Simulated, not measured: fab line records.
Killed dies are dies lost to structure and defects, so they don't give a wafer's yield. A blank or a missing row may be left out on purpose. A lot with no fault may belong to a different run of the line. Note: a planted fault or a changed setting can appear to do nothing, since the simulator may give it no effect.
fab line records | flow sky130
record: lots: 13 wafers: 39 last-day: 50
route steps=708 shown VT_ADJUST_LVTN@106 VT_ADJUST_HVTR@137
lots with no fault: from the same line, run without faults
start-h: hours from the record's opening day to when the first of the lot's shown wafers began | wait-h: hours from the lot's prior step to this one | " repeats the value in the row above | L1.1+2: a single row standing in for several wafers | - no value, or no start given | * or withheld: withheld | < > ~ a bound
route shown NAME@n: a module of which the file shows steps, and the number in the route of the first | usual: mean/standard deviation taken from wafers without a fault | same: alike in all rows | chamber/n: place in a boat | sites: per-site readings | _std_site: standard deviation of those values | _edge_site: the outer-site mean with the inner-site mean subtracted | radius-mm: how far each site lies from the wafer's centre | mask NAME#n: copy n | behind: the tool/chamber that last shaped the wafer | hold: the reason the lot was held/the length of the hold in hours/how it ended | device: transistor that didn't switch, given as n, p or np | end of line: at the end of the route, the tests of the same wafers | step lacking rows: just its recipe | killed: not the wafer's yield, but the dies lost to structure and defects at the first sort | map: a wafer's dies, x killed, . not, _ none there
set.NAME: the setting as run; set.NAME@STEP: as run at that earlier step | model.NAME: the simulator's own value behind a step, which no gauge read
the route's steps for a sample of lots (tables are steps, rows are wafers)
== steps ==
step: SKY_VT_ADJUST_LVTN_STRIP_09
recipe: chemistry: O2/N2 power-w: 1400 pressure-mtorr: 1500 platen-temp-c: withheld o2-flow-sccm: 3000 n2-flow-sccm: 300 overash-fraction: 0.5
usual: drypump-motor-current-A: 5.6/0.46 oes-product-au: 0.722/0.0047 strip-time-to-endpoint-s: 36.93/0.11
columns lot.wafer tool chamber start-h wait-h drypump-motor-current-A oes-product-au rf-hours-counter-h strip-time-to-endpoint-s
L983.1 plasma-asher-01 1 138.69 0.1 6.1 0.723 47 36.94
L983.2 " 0 " " 5.7 0.721 47 37.11
L983.5 " 1 " " 6.1 0.723 - 37.04
L984.1 plasma-asher-02 1 147.49 0.1 5.4 0.719 48 36.94
L984.2 " 0 " " 6.2 0.726 48 37.03
L984.3 " 1 " " 5.5 0.721 - 37.01
L985.1 plasma-asher-03 1 152.40 0.1 5.8 0.727 31 36.99
L985.2 " 0 " " 5.0 0.719 31 36.97
L985.4 " 1 " " 5.9 0.721 - 37.00
L988.2 plasma-asher-03 1 176.10 0.1 5.8 0.721 33 36.94
L988.4 " 1 " " 5.8 0.717 - 36.98
L988.5 " 1 " " 5.8 0.723 - 36.95
L987.1 plasma-asher-03 1 176.99 0.1 5.8 0.726 33 36.95
L987.3 " 1 " " 5.8 0.724 - 36.80
L987.4 " 0 " " 5.0 0.723 - 36.82
L989.2 plasma-asher-03 0 194.74 0.1 4.9 0.717 35 36.88
L989.4 " 1 " " 5.9 0.718 - 36.93
L989.5 " 1 " " 5.8 0.713 - 37.04
L990.1 plasma-asher-01 1 195.09 0.1 6.1 0.726 52 36.98
L990.3 " 0 " " 5.7 0.729 - 37.03
L990.6 " 0 " " 5.7 0.719 - 36.89
L994.1 plasma-asher-02 1 224.39 0.1 5.4 0.720 56 36.86
L994.5 " 1 " " 5.4 0.723 - 36.78
L994.6 " 0 " " 6.2 0.719 - 36.88
L996.1 plasma-asher-03 0 229.00 0.1 5.0 0.715 39 36.91
L996.2 " 1 " " 5.8 0.720 39 36.93
L996.6 " 1 " " 5.8 0.723 - 36.92
L103.3 plasma-asher-02 0 273.48 0.1 6.2 0.725 - 36.71
L103.5 " 0 " " 6.2 0.717 - 36.76
L103.6 " 1 " " 5.4 0.721 - 36.82
L104.2 plasma-asher-02 1 280.20 0.1 5.4 0.722 62 36.87
L104.3 " 0 " " 6.2 0.727 - 36.88
L104.6 " 0 " " 6.2 0.723 - 36.90
L105.1 plasma-asher-02 0 288.05 0.1 6.2 0.724 63 36.80
L105.3 " 0 " " 6.2 0.720 - 36.81
L105.5 " 0 " " 6.2 0.719 - 36.80
L106.2 plasma-asher-03 1 296.80 0.1 5.8 0.721 45 36.85
L106.3 " 0 " " 5.0 0.725 - 36.80
L106.5 " 0 " " 5.0 0.722 - 36.89
step: SKY_VT_ADJUST_LVTN_OVL_MEAS_18
usual: VT_ADJUST_LVTN_01_OVL: 0.3/1.3
columns lot.wafer tool chamber start-h wait-h VT_ADJUST_LVTN_01_OVL[nm]
L983.1 overlay-01 - 158.27 0.1 -2.1
L983.2 " - " " -1.9
L983.5 " - " " -2.1
L984.1 overlay-01 - 168.00 0.1 1.1
L984.2 " - " " 0.9
L984.3 " - " " -1.1
L985.1 overlay-02 - 171.90 0.1 0.4
L985.2 " - " " 1.7
L985.4 " - " " 1.0
L988.2 overlay-01 - 197.27 0.1 -1.2
L988.4 " - " " -0.3
L988.5 " - " " -0.2
L987.1 overlay-01 - 198.50 0.1 -0.3
L987.3 " - " " 0.3
L987.4 " - " " 0.0
L989.2 overlay-01 - 217.06 0.1 0.3
L989.4 " - " " 1.6
L989.5 " - " " 3.1
L990.1 overlay-02 - 217.36 0.1 -0.8
L990.3 " - " " -0.8
L990.6 " - " " -1.2
L994.1 overlay-01 - 248.17 0.1 0.2
L994.5 " - " " -0.3
L994.6 " - " " -0.5
L996.1 overlay-01 - 252.61 0.1 -0.3
L996.2 " - " " -0.6
L996.6 " - " " 1.3
L103.3 overlay-02 - 298.56 0.1 0.6
L103.5 " - " " -1.6
L103.6 " - " " -0.2
L104.2 overlay-01 - 305.41 0.1 -0.3
L104.3 " - " " 0.1
L104.6 " - " " 2.1
L105.1 overlay-01 - 313.25 0.1 0.7
L105.3 " - " " -0.3
L105.5 " - " " -1.4
L106.2 overlay-02 - 322.57 0.1 0.7
L106.3 " - " " -2.8
L106.5 " - " " -0.1
step: SKY_VT_ADJUST_LVTN_TW_MEAS_21
usual: VT_ADJUST_LVTN_2_TW: 187.5/1.1
columns lot.wafer tool chamber start-h wait-h VT_ADJUST_LVTN_2_TW
L983.1 film-metro-01 - 158.55 0.1 186.6
L983.2 " - " " 186.9
L983.5 " - " " 186.0
L984.1 film-metro-01 - 168.29 0.1 187.6
L984.2 " - " " 186.1
L984.3 " - " " 187.2
L985.1 film-metro-02 - 172.19 0.1 187.6
L985.2 " - " " 187.5
L985.4 " - " " 186.5
L988.2 film-metro-01 - 197.56 0.1 187.7
L988.4 " - " " 186.6
L988.5 " - " " 186.5
L987.1 film-metro-03 - 198.79 0.1 186.7
L987.3 " - " " 187.7
L987.4 " - " " 188.3
L989.2 film-metro-02 - 217.35 0.1 187.5
L989.4 " - " " 187.3
L989.5 " - " " 187.5
L990.1 film-metro-01 - 217.65 0.1 187.7
L990.3 " - " " 187.5
L990.6 " - " " 186.5
L994.1 film-metro-01 - 248.45 0.1 189.7
L994.5 " - " " 189.6
L994.6 " - " " 188.8
L996.1 film-metro-02 - 252.90 0.1 186.4
L996.2 " - " " 187.8
L996.6 " - " " 187.9
L103.3 film-metro-02 - 298.86 0.1 186.9
L103.5 " - " " 187.3
L103.6 " - " " 187.0
L104.2 film-metro-03 - 305.75 0.1 187.7
L104.3 " - " " 187.6
L104.6 " - " " 187.7
L105.1 film-metro-03 - 313.54 0.1 187.8
L105.3 " - " " 187.4
L105.5 " - " " 187.0
L106.2 film-metro-01 - 322.86 0.1 189.3
L106.3 " - " " 189.6
L106.5 " - " " 190.2
step: SKY_VT_ADJUST_HVTR_DEVELOP_06
recipe: develop-time-s: 60 dev-temp-c: 23
usual: exhaust-pa: 44.9/0.89 resist-line-temp-C: 23.01/0.11
columns lot.wafer tool chamber start-h wait-h exhaust-pa resist-line-temp-C
L983.1 litho-track-02 0 200.20 0.1 46.1 22.98
L983.2 " 0 " " 45.6 23.11
L983.5 " 0 " " 45.7 23.00
L984.1 litho-track-02 0 211.00 0.1 44.3 22.94
L984.2 " 0 " " 46.1 22.98
L984.3 " 0 " " 44.7 22.95
L985.1 litho-track-01 0 215.79 0.1 44.6 22.96
L985.2 " 0 " " 43.9 23.18
L985.4 " 0 " " 43.3 23.15
L988.2 litho-track-02 0 242.93 0.1 44.9 22.97
L988.4 " 0 " " 44.2 22.93
L988.5 " 0 " " 44.9 22.89
L987.1 litho-track-02 0 244.65 0.1 45.2 23.21
L987.3 " 0 " " 46.9 23.16
L987.4 " 0 " " 47.0 23.12
L989.2 litho-track-01 0 264.26 0.1 44.7 23.03
L989.4 " 0 " " 45.3 23.04
L989.5 " 0 " " 44.1 23.09
L990.1 litho-track-02 0 265.70 0.1 44.5 23.10
L990.3 " 0 " " 45.1 22.96
L990.6 " 0 " " 45.7 23.00
L994.1 litho-track-02 0 298.10 0.1 44.1 22.95
L994.5 " 0 " " 43.3 23.16
L994.6 " 0 " " 44.7 22.97
L996.1 litho-track-02 0 303.15 0.1 44.7 23.09
L996.2 " 0 " " 44.1 23.11
L996.6 " 0 " " 45.1 23.11
L103.3 litho-track-03 0 352.96 0.1 46.0 22.84
L103.5 " 0 " " 46.2 23.04
L103.6 " 0 " " 45.1 23.04
L104.2 litho-track-03 0 360.03 0.1 44.4 23.19
L104.3 " 0 " " 46.6 23.21
L104.6 " 0 " " 46.6 23.10
L105.1 litho-track-03 0 368.96 0.1 45.7 22.90
L105.3 " 0 " " 45.3 22.92
L105.5 " 0 " " 46.1 23.06
L106.2 litho-track-03 0 379.38 0.1 45.2 22.94
L106.3 " 0 " " 45.0 22.89
L106.5 " 0 " " 45.2 22.98
step: SKY_VT_ADJUST_HVTR_CD_MEAS_07
recipe: target-cd-nm: 380
usual: cd-nm: 379.4/2.2
columns lot.wafer tool chamber start-h wait-h cd-nm
L983.1 cd-sem-02 - 200.35 0.1 378.0
L983.2 " - " " 379.5
L983.5 " - " " 377.6
L984.1 cd-sem-01 - 211.15 0.1 379.2
L984.2 " - " " 378.3
L984.3 " - " " 378.3
L985.1 cd-sem-02 - 215.94 0.1 377.8
L985.2 " - " " 378.6
L985.4 " - " " 378.0
L988.2 cd-sem-01 - 243.07 0.1 380.0
L988.4 " - " " 384.8
L988.5 " - " " 379.9
L987.1 cd-sem-01 - 244.80 0.1 380.3
L987.3 " - " " 380.9
L987.4 " - " " 380.4
L989.2 cd-sem-02 - 264.41 0.1 377.3
L989.4 " - " " 377.1
L989.5 " - " " 377.9
L990.1 cd-sem-02 - 265.85 0.1 377.7
L990.3 " - " " 377.1
L990.6 " - " " 377.2
L994.1 cd-sem-02 - 298.25 0.1 393.6
L994.5 " - " " 378.7
L994.6 " - " " 377.5
L996.1 cd-sem-02 - 303.30 0.1 391.0
L996.2 " - " " 380.0
L996.6 " - " " 380.7
L103.3 cd-sem-02 - 353.10 0.1 379.6
L103.5 " - " " 380.3
L103.6 " - " " 380.6
L104.2 cd-sem-02 - 360.18 0.1 381.6
L104.3 " - " " 382.4
L104.6 " - " " 383.1
L105.1 cd-sem-02 - 369.11 0.1 377.3
L105.3 " - " " 377.6
L105.5 " - " " 378.3
L106.2 cd-sem-02 - 379.53 0.1 383.3
L106.3 " - " " 381.6
L106.5 " - " " 382.3
== key ==
first-sign: step: SKY_VT_ADJUST_HVTR_CD_MEAS_07 reading: cd-nm direction: up sigmas: 5.7 usual: 379.4 struck: 392.3
effect none on later readings
met-at SKY_VT_ADJUST_HVTR_DEVELOP_06
struck-lots L994,L996
struck-wafers L994.1,L996.1
tester-left-out L994,L996
not-acting-at SKY_VT_ADJUST_LVTN_STRIP_09,SKY_VT_ADJUST_LVTN_OVL_MEAS_18,SKY_VT_ADJUST_LVTN_TW_MEAS_21
onset-between 265.70 298.10
fault: kind: process-parameter-drift tool: litho-track-02 chamber: - onset-h: 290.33 steps: SKY_VT_ADJUST_HVTR_DEVELOP_06 channel: develop-time-s offset: * shape: step end-h: 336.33 scope: struck-wafers-only acts-in: * stated: *
tester-left-out: of these lots the tester's yield and bins aren't shown, on N5 and GAA mostly nor the transistor test; their killed dies are dies lost to structure and defects alone, not to doping, threshold or leakage, so they don't give the yield
